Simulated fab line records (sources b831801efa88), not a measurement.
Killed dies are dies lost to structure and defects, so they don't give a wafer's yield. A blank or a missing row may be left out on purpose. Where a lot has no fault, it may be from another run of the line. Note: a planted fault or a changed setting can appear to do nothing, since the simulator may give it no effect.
fab line records	flow gf180mcu
record: lots: 13	wafers: 38	lastDay: 34
route steps=602 shown LVPWELL@62 HV_LDD@233 CONTACT@288
lots with no fault: from the same line, run without faults
startH: start of the lot's first displayed wafer, in hours after the record's first day	waitH: hours since the lot's step before	" same as the row above	L1.1+2: one row covering several wafers at once	- either no value or no given start	* or withheld: withheld	< > ~ a bound
route shown NAME@n: NAME is a module with steps in the file, n the number in the route of the first one	usual: the fault-free wafers' mean and standard deviation	same: alike in all rows	chamber/n: place in a boat	sites: readings site by site	_std_site: standard deviation across them	_edge_site: mean of outer sites minus mean of inner sites	radiusMm: for every site, how far away it sits from the centre of the wafer	mask NAME#n: copy n	behind: the most recent tool/chamber to have shaped the wafer	hold: why the lot went on hold/how many hours it stayed there/how the hold came to an end	device: whichever transistor did not switch (one of n, p or np)	end of line: the tests these same wafers got at the end of their route	a step with no rows: only its recipe	killed: the dies lost at the first sort to structure and to defects; this is not the yield of the wafer	map: a wafer's dies, x killed, . not, _ none there
set.NAME: setting as actually run; set.NAME@STEP: the setting as run at that earlier step	model.NAME: the simulator's own value behind a step, which no gauge read
steps of the route over a sample of lots; a table a step, a row a wafer
services: a tool's chamber out of use, with start hour (startH, from the record's first day; less than 0 if before it), hours out, and reason
== steps ==
step: GF_LVPWELL_IMPLANT_08
recipe: species: B	energyKev: 170	doseCm2: 1.5e+13	tiltDeg: 0
lot.wafer	tool	chamber	startH	waitH
L918.1+3+4	implanter-04	0	66.87	0.0
L919.3+4+6	implanter-04	0	77.98	0.1
L920.2+3+5	implanter-01	0	80.72	0.0
L921.2+4+5	implanter-04	0	85.94	0.0
L922.2+3+4	implanter-03	0	91.44	0.0
L923.2+3+4	implanter-03	0	96.37	0.0
L924.2+3+4	implanter-03	0	104.07	0.0
L925.1+4+5	implanter-03	0	108.22	0.0
L926.1+4+6	implanter-04	0	112.23	0.0
L927.2+3+4	implanter-01	0	120.86	0.0
L937.2+3	implanter-03	0	178.31	0.0
L938.1+3+6	implanter-04	0	181.13	0.0
L941.3+4+5	implanter-04	0	200.68	0.1
step: GF_VT_IMPLANT_RS_MEAS_48
recipe: thkMeasGauge: four-point-probe
usual: LVPWELL_RS: 1197.9/2.9
lot.wafer	tool	chamber	startH	waitH	LVPWELL_RS[ohm/sq]
L918.1	filmMetro-02	-	154.85	0.1	1196.8
L918.3	"	-	"	"	1198.3
L918.4	"	-	"	"	1194.9
L919.3	filmMetro-02	-	168.88	0.1	1194.4
L919.4	"	-	"	"	1199.2
L919.6	"	-	"	"	1195.4
L920.2	filmMetro-03	-	172.95	0.1	1203.8
L920.3	"	-	"	"	1201.0
L920.5	"	-	"	"	1199.5
L921.2	filmMetro-03	-	181.07	0.1	1197.7
L921.4	"	-	"	"	1197.4
L921.5	"	-	"	"	1197.2
L922.2	filmMetro-01	-	185.25	0.1	1196.5
L922.3	"	-	"	"	1196.4
L922.4	"	-	"	"	1194.7
L923.2	filmMetro-02	-	190.07	0.1	1194.4
L923.3	"	-	"	"	1196.0
L923.4	"	-	"	"	1197.0
L924.2	filmMetro-03	-	198.57	0.1	1200.0
L924.3	"	-	"	"	1199.7
L924.4	"	-	"	"	1204.7
L925.1	filmMetro-01	-	206.40	0.1	1200.1
L925.4	"	-	"	"	1199.2
L925.5	"	-	"	"	1199.5
L926.1	filmMetro-02	-	209.03	0.1	1199.2
L926.4	"	-	"	"	1195.5
L926.6	"	-	"	"	1199.5
L927.2	filmMetro-01	-	217.80	0.1	1199.2
L927.3	"	-	"	"	1200.5
L927.4	"	-	"	"	1199.2
L937.2	filmMetro-03	-	290.62	0.1	1207.9
L937.3	"	-	"	"	1207.6
L938.1	filmMetro-01	-	292.71	0.1	1194.5
L938.3	"	-	"	"	1198.5
L938.6	"	-	"	"	1197.3
L941.3	filmMetro-03	-	315.82	0.1	1201.1
L941.4	"	-	"	"	1200.1
L941.5	"	-	"	"	1198.8
step: GF_HV_LDD_THK_MEAS_57
recipe: reads: Si3N4_of_HV_LDD_CVD_56
usual: HV_LDD_CVD_56_THK: 90.0/0.88
lot.wafer	tool	chamber	startH	waitH	HV_LDD_CVD_56_THK[nm]
L918.1	filmMetro-03	-	272.29	0.0	90.2
L918.3	"	-	"	"	89.4
L918.4	"	-	"	"	89.7
L919.3	filmMetro-02	-	288.55	0.0	89.5
L919.4	"	-	"	"	89.3
L919.6	"	-	"	"	89.7
L920.2	filmMetro-03	-	293.89	0.0	91.1
L920.3	"	-	"	"	90.9
L920.5	"	-	"	"	91.6
L921.2	filmMetro-03	-	302.79	0.0	90.7
L921.4	"	-	"	"	90.3
L921.5	"	-	"	"	90.8
L922.2	filmMetro-03	-	311.60	0.0	90.5
L922.3	"	-	"	"	90.5
L922.4	"	-	"	"	90.5
L923.2	filmMetro-02	-	315.63	0.0	91.4
L923.3	"	-	"	"	91.9
L923.4	"	-	"	"	92.3
L924.2	filmMetro-01	-	322.17	0.0	91.0
L924.3	"	-	"	"	90.6
L924.4	"	-	"	"	91.2
L925.1	filmMetro-02	-	334.01	0.0	89.8
L925.4	"	-	"	"	88.9
L925.5	"	-	"	"	89.1
L926.1	filmMetro-01	-	340.18	0.0	89.6
L926.4	"	-	"	"	90.2
L926.6	"	-	"	"	90.4
L927.2	filmMetro-02	-	345.70	0.0	90.4
L927.3	"	-	"	"	90.1
L927.4	"	-	"	"	90.0
L937.2	filmMetro-01	-	437.35	0.0	90.6
L937.3	"	-	"	"	90.1
L938.1	filmMetro-03	-	441.13	0.0	89.3
L938.3	"	-	"	"	90.4
L938.6	"	-	"	"	89.8
L941.3	filmMetro-03	-	463.38	0.0	90.0
L941.4	"	-	"	"	89.6
L941.5	"	-	"	"	90.1
step: GF_CONTACT_THK_MEAS_01
recipe: reads: SiO2_of_CONTACT_CVD_00
usual: CONTACT_CVD_00_THK: 298.9/2.9
lot.wafer	tool	chamber	startH	waitH	CONTACT_CVD_00_THK[nm]
L918.1	filmMetro-02	-	335.80	0.0	297.0
L918.3	"	-	"	"	299.7
L918.4	"	-	"	"	300.3
L920.2	filmMetro-01	-	359.31	0.0	298.2
L920.3	"	-	"	"	298.5
L920.5	"	-	"	"	300.3
L919.3	filmMetro-01	-	359.92	0.0	303.2
L919.4	"	-	"	"	302.7
L919.6	"	-	"	"	303.9
L921.2	filmMetro-03	-	368.79	0.0	295.2
L921.4	"	-	"	"	297.6
L921.5	"	-	"	"	293.2
L922.2	filmMetro-02	-	378.03	0.0	300.6
L922.3	"	-	"	"	298.4
L922.4	"	-	"	"	301.5
L923.2	filmMetro-02	-	382.61	0.0	300.8
L923.3	"	-	"	"	300.9
L923.4	"	-	"	"	300.9
L924.2	filmMetro-03	-	388.26	0.0	299.3
L924.3	"	-	"	"	297.4
L924.4	"	-	"	"	293.6
L925.1	filmMetro-02	-	403.44	0.0	302.6
L925.4	"	-	"	"	300.6
L925.5	"	-	"	"	299.4
L926.1	filmMetro-03	-	409.76	0.0	297.9
L926.4	"	-	"	"	295.9
L926.6	"	-	"	"	294.8
L927.2	filmMetro-01	-	417.14	0.0	299.2
L927.3	"	-	"	"	300.0
L927.4	"	-	"	"	299.2
L937.2	filmMetro-02	-	511.12	0.0	295.8
L937.3	"	-	"	"	293.1
L938.1	filmMetro-03	-	514.53	0.0	303.3
L938.3	"	-	"	"	298.8
L938.6	"	-	"	"	299.8
L941.3	filmMetro-02	-	535.64	0.0	301.1
L941.4	"	-	"	"	298.8
L941.5	"	-	"	"	299.4
step: GF_CONTACT_CMP_04
recipe: material: SiO2	downForcePsi: 4	platenRpm: 60	padVelocityMS: 0.94248
usual: motorCurrentA: 11.8/0.99	timeToEndpointS: 111/5.1
lot.wafer	tool	chamber	startH	waitH	motorCurrentA	timeToEndpointS
L918.1	cmp-01	3	335.99	0.1	12.1	115
L918.3	"	1	"	"	13.2	114
L918.4	"	2	"	"	12.8	120
L920.2	cmp-02	2	359.49	0.0	11.7	108
L920.3	"	1	"	"	10.5	104
L920.5	"	3	"	"	11.2	120
L919.4	cmp-02	2	360.14	0.1	11.9	116
L919.3	"	0	"	"	10.5	109
L919.6	"	1	"	"	10.8	117
L921.2	cmp-02	2	369.07	0.1	11.9	101
L921.4	"	3	"	"	10.7	112
L921.5	"	1	"	"	10.8	111
L922.2	cmp-01	3	378.26	0.1	11.8	108
L922.3	"	0	"	"	10.7	116
L922.4	"	1	"	"	13.0	114
L923.3	cmp-02	0	382.79	0.0	10.6	105
L923.4	"	1	"	"	10.1	111
L923.2	"	2	"	"	11.2	105
L924.2	cmp-02	2	388.44	0.0	11.2	104
L924.3	"	3	"	"	11.0	104
L924.4	"	0	"	"	10.3	114
L925.4	cmp-02	3	403.63	0.0	10.5	115
L925.1	"	1	"	"	10.6	104
L925.5	"	3	"	"	11.0	109
L926.4	cmp-02	3	410.00	0.1	11.1	106
L926.1	"	0	"	"	10.3	99
L926.6	"	3	"	"	10.1	110
L927.2	cmp-01	3	417.32	0.0	12.1	108
L927.3	"	0	"	"	11.2	104
L927.4	"	1	"	"	12.6	109
L937.3	cmp-01	0	511.30	0.0	11.2	112
L937.2	"	3	"	"	12.5	103
L938.3	cmp-01	2	514.72	0.0	12.7	117
L938.1	"	1	"	"	12.2	108
L938.6	"	3	"	"	12.4	114
L941.4	cmp-01	1	535.81	0.0	13.7	115
L941.3	"	3	"	"	12.5	113
L941.5	"	1	"	"	12.6	114
== services ==
tool	chamber	startH	hours	kind
cmp-01	-	64.00	4.0	pm
cmp-01	-	70.14	1.1	repair
cmp-02	-	94.08	6.6	pm
cmp-02	-	103.23	2.3	repair
cmp-01	-	119.51	1.1	repair
cmp-02	-	136.48	1.5	repair
cmp-02	-	149.63	0.8	repair
implanter-04	-	176.01	3.0	repair
cmp-01	-	212.92	2.1	repair
cmp-02	-	219.38	16.6	repair
cmp-01	-	230.79	1.1	repair
cmp-02	-	236.00	4.0	pm
cmp-02	-	254.37	0.6	repair
cmp-01	-	276.47	7.0	pm
cmp-01	-	283.46	8.4	pm
cmp-01	-	293.21	0.4	repair
cmp-02	-	302.04	2.8	repair
cmp-02	-	333.40	1.2	repair
implanter-04	-	437.15	6.6	pm
cmp-02	-	460.92	5.3	pm
implanter-04	-	464.01	1.9	repair
implanter-04	-	477.36	5.1	repair
implanter-04	-	479.12	4.1	repair
implanter-04	-	513.22	1.4	repair
== key ==
firstSign: step: GF_VT_IMPLANT_RS_MEAS_48	reading: LVPWELL_RS	direction: up	sigmas: 3.4	usual: 1197.9	struck: 1207.7
effect none on later readings
metAt GF_LVPWELL_IMPLANT_08
struckLots L937
struckWafers L937.2,L937.3
testerLeftOut L937
notActingAt GF_HV_LDD_THK_MEAS_57,GF_CONTACT_THK_MEAS_01,GF_CONTACT_CMP_04
onsetBetween 108.22 178.31
fault: kind: processParameterDrift	tool: implanter-03	chamber: -	onsetH: 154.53	steps: GF_LVPWELL_IMPLANT_08	channel: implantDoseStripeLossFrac	offset: 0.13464	shape: step	endH: 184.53	scope: struckWafersOnly
testerLeftOut: of these lots the tester's yield and bins aren't shown, on N5 and GAA mostly nor the transistor test; their killed dies are dies lost to structure and defects alone, not to doping, threshold or leakage, so they don't give the yield
